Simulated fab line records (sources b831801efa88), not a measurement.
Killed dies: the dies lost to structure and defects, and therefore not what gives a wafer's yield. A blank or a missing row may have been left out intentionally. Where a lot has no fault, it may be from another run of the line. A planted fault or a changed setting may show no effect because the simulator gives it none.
Which tool did it? :: flow gf180mcu :: Sampling: 12 lots, 34 wafers, 6 of 602 route steps

WHAT EACH GAUGE READ, for each wafer
GF_V1_RS_MEAS_24: the measuring method here is four-point-probe. Usual: V1_W_RS typically reads 0.326 ohm/sq, with standard deviation 0.0035.
lot: L760
measured: day 18 10:23
on: filmMetro-01
V1_W_RS (ohm/sq): 0.326 0.321 0.325
flag: 

lot: L761
measured: day 18 20:02
on: filmMetro-01
V1_W_RS (ohm/sq): 0.324 0.324 0.323
flag: 

lot: L762
measured: day 19 00:59
on: filmMetro-01
V1_W_RS (ohm/sq): 0.325 0.326 0.324
flag: 

lot: L763
measured: day 19 21:02
on: filmMetro-04
V1_W_RS (ohm/sq): 0.335 0.332 0.329
flag: 

lot: L765
measured: day 20 06:59
on: filmMetro-03
V1_W_RS (ohm/sq): 0.323 0.322 0.324
flag: 

lot: L767
measured: day 21 08:19
on: filmMetro-04
V1_W_RS (ohm/sq): 0.323 0.326 0.322
flag: 

lot: L768
measured: day 21 10:55
on: filmMetro-04
V1_W_RS (ohm/sq): 0.329 0.329 0.325
flag: 

lot: L775
measured: day 24 05:52
on: filmMetro-04
V1_W_RS (ohm/sq): 0.363 0.332
flag: OFF

lot: L776
measured: day 24 12:46
on: filmMetro-01
V1_W_RS (ohm/sq): 0.350 0.321 0.356
flag: OFF

lot: L778
measured: day 24 17:32
on: filmMetro-04
V1_W_RS (ohm/sq): 0.330 0.329 0.329
flag: 

lot: L777
measured: day 24 20:41
on: filmMetro-03
V1_W_RS (ohm/sq): 0.363 0.320
flag: OFF

lot: L782
measured: day 25 21:05
on: filmMetro-01
V1_W_RS (ohm/sq): 0.326 0.330 0.337
flag: 

GF_V1_THK_MEAS_25: measures by xrf. Usual: V1_W_THK typically reads 354 nm, with standard deviation 4.3.
lot: L760
measured: day 18 10:30
on: filmMetro-01
V1_W_THK (nm): 356 361 356
flag: 

lot: L761
measured: day 18 20:10
on: filmMetro-01
V1_W_THK (nm): 355 356 359
flag: 

lot: L762
measured: day 19 01:05
on: filmMetro-01
V1_W_THK (nm): 353 353 357
flag: 

lot: L763
measured: day 19 21:10
on: filmMetro-04
V1_W_THK (nm): 344 345 353
flag: 

lot: L765
measured: day 20 07:05
on: filmMetro-03
V1_W_THK (nm): 354 352 352
flag: 

lot: L767
measured: day 21 08:25
on: filmMetro-04
V1_W_THK (nm): 363 353 359
flag: 

lot: L768
measured: day 21 11:01
on: filmMetro-04
V1_W_THK (nm): 350 349 357
flag: 

lot: L775
measured: day 24 05:59
on: filmMetro-04
V1_W_THK (nm): 320 348
flag: OFF

lot: L776
measured: day 24 12:53
on: filmMetro-01
V1_W_THK (nm): 335 362 326
flag: OFF

lot: L778
measured: day 24 17:40
on: filmMetro-04
V1_W_THK (nm): 350 352 352
flag: 

lot: L777
measured: day 24 20:49
on: filmMetro-03
V1_W_THK (nm): 317 359
flag: OFF

lot: L782
measured: day 25 21:12
on: filmMetro-01
V1_W_THK (nm): 358 353 348
flag: 

GF_V2_THK_MEAS_03. Usual: V2_CVD_02_THK typically reads 848 nm, with standard deviation 13.
lot: L760
measured: day 19 12:06
on: filmMetro-01
V2_CVD_02_THK (nm): 859 834 861
flag: 

lot: L761
measured: day 19 22:27
on: filmMetro-01
V2_CVD_02_THK (nm): 831 838 847
flag: 

lot: L762
measured: day 20 03:10
on: filmMetro-04
V2_CVD_02_THK (nm): 842 856 865
flag: 

lot: L763
measured: day 20 22:09
on: filmMetro-01
V2_CVD_02_THK (nm): 826 828 837
flag: 

lot: L765
measured: day 21 07:58
on: filmMetro-01
V2_CVD_02_THK (nm): 825 856 849
flag: 

lot: L767
measured: day 22 09:53
on: filmMetro-02
V2_CVD_02_THK (nm): 827 845 858
flag: 

lot: L768
measured: day 22 12:28
on: filmMetro-01
V2_CVD_02_THK (nm): 847 878 872
flag: 

lot: L775
measured: day 25 04:47
on: filmMetro-04
V2_CVD_02_THK (nm): 839 864
flag: 

lot: L776
measured: day 25 12:15
on: filmMetro-02
V2_CVD_02_THK (nm): 819 846 857
flag: 

lot: L778
measured: day 25 15:54
on: filmMetro-01
V2_CVD_02_THK (nm): 850 846 843
flag: 

lot: L777
measured: day 25 19:57
on: filmMetro-04
V2_CVD_02_THK (nm): 840 852
flag: 

lot: L782
measured: day 26 18:57
on: filmMetro-04
V2_CVD_02_THK (nm): 839 854 861
flag: 

EACH LOT AND THE TOOL THAT RAN IT (in order: tool; ch and the chambers of the sampled wafers; start)
lot: L760
GF_CONTACT_SPUTTER_23: pvdSputter-02, day 16 08:58
GF_M1_METAL_ETCH_16: rieMetal-04 ch 0,1, day 17 08:35
GF_V1_CVD_23: cvdW-02 ch 0,1, day 18 10:16

lot: L761
GF_CONTACT_SPUTTER_23: pvdSputter-02, day 16 19:16
GF_M1_METAL_ETCH_16: rieMetal-02 ch 0,1, day 17 19:11
GF_V1_CVD_23: cvdW-02 ch 0, day 18 19:56

lot: L762
GF_CONTACT_SPUTTER_23: pvdSputter-02, day 16 22:16
GF_M1_METAL_ETCH_16: rieMetal-01 ch 0,1, day 17 21:52
GF_V1_CVD_23: cvdW-02 ch 0,1, day 19 00:52

lot: L763
GF_CONTACT_SPUTTER_23: pvdSputter-03, day 17 17:37
GF_M1_METAL_ETCH_16: rieMetal-04 ch 0,1, day 18 18:04
GF_V1_CVD_23: cvdW-01 ch 0,1, day 19 20:55

lot: L765
GF_CONTACT_SPUTTER_23: pvdSputter-02, day 18 03:18
GF_M1_METAL_ETCH_16: rieMetal-04 ch 0,1, day 19 04:10
GF_V1_CVD_23: cvdW-02 ch 0,1, day 20 06:52

lot: L767
GF_CONTACT_SPUTTER_23: pvdSputter-02, day 19 04:47
GF_M1_METAL_ETCH_16: rieMetal-04 ch 0,1, day 20 06:35
GF_V1_CVD_23: cvdW-02 ch 0, day 21 08:11

lot: L768
GF_CONTACT_SPUTTER_23: pvdSputter-02, day 19 07:58
GF_M1_METAL_ETCH_16: rieMetal-01 ch 0,1, day 20 08:29
GF_V1_CVD_23: cvdW-02 ch 0,1, day 21 10:47

lot: L775
GF_CONTACT_SPUTTER_23: pvdSputter-03, day 22 04:20
GF_M1_METAL_ETCH_16: rieMetal-01 ch 0, day 23 04:55
GF_V1_CVD_23: cvdW-02 ch 0,1, day 24 05:42

lot: L776
GF_CONTACT_SPUTTER_23: pvdSputter-02, day 22 10:39
GF_M1_METAL_ETCH_16: rieMetal-04 ch 0,1, day 23 12:04
GF_V1_CVD_23: cvdW-02 ch 0,1, day 24 12:40

lot: L778
GF_CONTACT_SPUTTER_23: pvdSputter-03, day 22 16:33
GF_M1_METAL_ETCH_16: rieMetal-01 ch 0,1, day 23 16:28
GF_V1_CVD_23: cvdW-01 ch 0,1, day 24 17:25

lot: L777
GF_CONTACT_SPUTTER_23: pvdSputter-04, day 22 20:23
GF_M1_METAL_ETCH_16: rieMetal-01 ch 0,1, day 23 19:58
GF_V1_CVD_23: cvdW-02 ch 0,1, day 24 20:34

lot: L782
GF_CONTACT_SPUTTER_23: pvdSputter-02, day 23 21:44
GF_M1_METAL_ETCH_16: rieMetal-02 ch 0,1, day 24 21:22
GF_V1_CVD_23: cvdW-01 ch 0,1, day 25 20:58
- GF_CONTACT_SPUTTER_23: material TiN, target thk 10 nm, time 40 s.
- GF_M1_METAL_ETCH_16: etches the open film in Cl2/BCl3, stops on SiO2, target depth 750.8 nm, time 125.1 s.
- GF_V1_CVD_23: deposits W, target thk 350 nm, time 105.05 s.

AS READ BY THE TOOLS THEMSELVES (means over the sampled wafers that have a number; for cases with no such wafer, the mark the record gives instead)
GF_CONTACT_SPUTTER_23. Usual: 29.7 % for throttleValvePct, sd 1.6.
lot: L760
tool: pvdSputter-02
throttleValvePct (%): 29.4
flag: 

lot: L761
tool: pvdSputter-02
throttleValvePct (%): 28.2
flag: 

lot: L762
tool: pvdSputter-02
throttleValvePct (%): 30.4
flag: 

lot: L763
tool: pvdSputter-03
throttleValvePct (%): 30.0
flag: 

lot: L765
tool: pvdSputter-02
throttleValvePct (%): 30.4
flag: 

lot: L767
tool: pvdSputter-02
throttleValvePct (%): 29.0
flag: 

lot: L768
tool: pvdSputter-02
throttleValvePct (%): 30.4
flag: 

lot: L775
tool: pvdSputter-03
throttleValvePct (%): 30.3
flag: 

lot: L776
tool: pvdSputter-02
throttleValvePct (%): 30.2
flag: 

lot: L778
tool: pvdSputter-03
throttleValvePct (%): 29.9
flag: 

lot: L777
tool: pvdSputter-04
throttleValvePct (%): 28.9
flag: 

lot: L782
tool: pvdSputter-02
throttleValvePct (%): 30.5
flag: 

GF_M1_METAL_ETCH_16. Usual: drypumpMotorCurrentA 5.7 A, standard deviation 0.68; oesProductAu 0.990 a.u., standard deviation 0.0068; throttleValvePct 28.229 %, standard deviation 0.0096.
lot: L760
tool: rieMetal-04
drypumpMotorCurrentA (A): 5.2
oesProductAu (a.u.): 0.984
throttleValvePct (%): 28.237
flag: 

lot: L761
tool: rieMetal-02
drypumpMotorCurrentA (A): 6.2
oesProductAu (a.u.): 0.993
throttleValvePct (%): 28.225
flag: 

lot: L762
tool: rieMetal-01
drypumpMotorCurrentA (A): 5.3
oesProductAu (a.u.): 0.995
throttleValvePct (%): 28.233
flag: 

lot: L763
tool: rieMetal-04
drypumpMotorCurrentA (A): 5.9
oesProductAu (a.u.): 0.991
throttleValvePct (%): 28.230
flag: 

lot: L765
tool: rieMetal-04
drypumpMotorCurrentA (A): 5.2
oesProductAu (a.u.): 0.987
throttleValvePct (%): 28.235
flag: 

lot: L767
tool: rieMetal-04
drypumpMotorCurrentA (A): 5.2
oesProductAu (a.u.): 0.985
throttleValvePct (%): 28.238
flag: 

lot: L768
tool: rieMetal-01
drypumpMotorCurrentA (A): 5.3
oesProductAu (a.u.): 0.989
throttleValvePct (%): 28.234
flag: 

lot: L775
tool: rieMetal-01
drypumpMotorCurrentA (A): 5.0
oesProductAu (a.u.): 0.992
throttleValvePct (%): 28.242
flag: 

lot: L776
tool: rieMetal-04
drypumpMotorCurrentA (A): 5.9
oesProductAu (a.u.): 0.994
throttleValvePct (%): 28.224
flag: 

lot: L778
tool: rieMetal-01
drypumpMotorCurrentA (A): 5.3
oesProductAu (a.u.): 0.996
throttleValvePct (%): 28.223
flag: 

lot: L777
tool: rieMetal-01
drypumpMotorCurrentA (A): 5.5
oesProductAu (a.u.): 0.992
throttleValvePct (%): 28.230
flag: 

lot: L782
tool: rieMetal-02
drypumpMotorCurrentA (A): 6.2
oesProductAu (a.u.): 0.988
throttleValvePct (%): 28.241
flag: 

GF_V1_CVD_23. Usual: heaterPowerW 868 W, standard deviation 29; susceptorTempC 400.03 C, standard deviation 0.25.
lot: L760
tool: cvdW-02
heaterPowerW (W): 870
susceptorTempC (C): 399.70
flag: 

lot: L761
tool: cvdW-02
heaterPowerW (W): 869
susceptorTempC (C): 399.90
flag: 

lot: L762
tool: cvdW-02
heaterPowerW (W): 882
susceptorTempC (C): 399.70
flag: 

lot: L763
tool: cvdW-01
heaterPowerW (W): 826
susceptorTempC (C): 399.93
flag: 

lot: L765
tool: cvdW-02
heaterPowerW (W): 882
susceptorTempC (C): 399.89
flag: 

lot: L767
tool: cvdW-02
heaterPowerW (W): 873
susceptorTempC (C): 399.93
flag: 

lot: L768
tool: cvdW-02
heaterPowerW (W): 875
susceptorTempC (C): 400.23
flag: 

lot: L775
tool: cvdW-02
heaterPowerW (W): 876
susceptorTempC (C): 399.87
flag: 

lot: L776
tool: cvdW-02
heaterPowerW (W): 890
susceptorTempC (C): 400.12
flag: 

lot: L778
tool: cvdW-01
heaterPowerW (W): 834
susceptorTempC (C): 400.04
flag: 

lot: L777
tool: cvdW-02
heaterPowerW (W): 900
susceptorTempC (C): 400.05
flag: 

lot: L782
tool: cvdW-01
heaterPowerW (W): 813
susceptorTempC (C): 400.06
flag: 

THE ANSWER, worked out from the rows above alone
Rule: take the mean of a lot's wafers that have a number; if it is more than 3 standard deviations from the usual mean, the lot is off. Also off: a lot with no number at a reading for which 4 or more lots have one. All remaining lots with rows at the step are treated as sound. After the gauges, taken in route order, come the tools' own readings; for these a lot's mean is taken, as printed above. At the first step where some lot is off, the reading lying furthest off is the one used; lots without a number count as furthest.
Off: L775, L776, L777, seen at GF_V1_RS_MEAS_24 (V1_W_RS).
If a tool, at a process step before that reading, ran all the lots that are off and no sound lot after the first of them, it fits. The gauges at GF_V1_RS_MEAS_24 are tried like those tools. One candidate fits, namely cvdW-02 at GF_V1_CVD_23. A fault onset in the window from L768 (day 21 10:47, its last sound lot) to L775 (day 24 05:42, its first lot off) fits.

WHAT THE SIMULATOR PUT IN
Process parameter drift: cvdW-02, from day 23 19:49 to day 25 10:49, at GF_V1_CVD_23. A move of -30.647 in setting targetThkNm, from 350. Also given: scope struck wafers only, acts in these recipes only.
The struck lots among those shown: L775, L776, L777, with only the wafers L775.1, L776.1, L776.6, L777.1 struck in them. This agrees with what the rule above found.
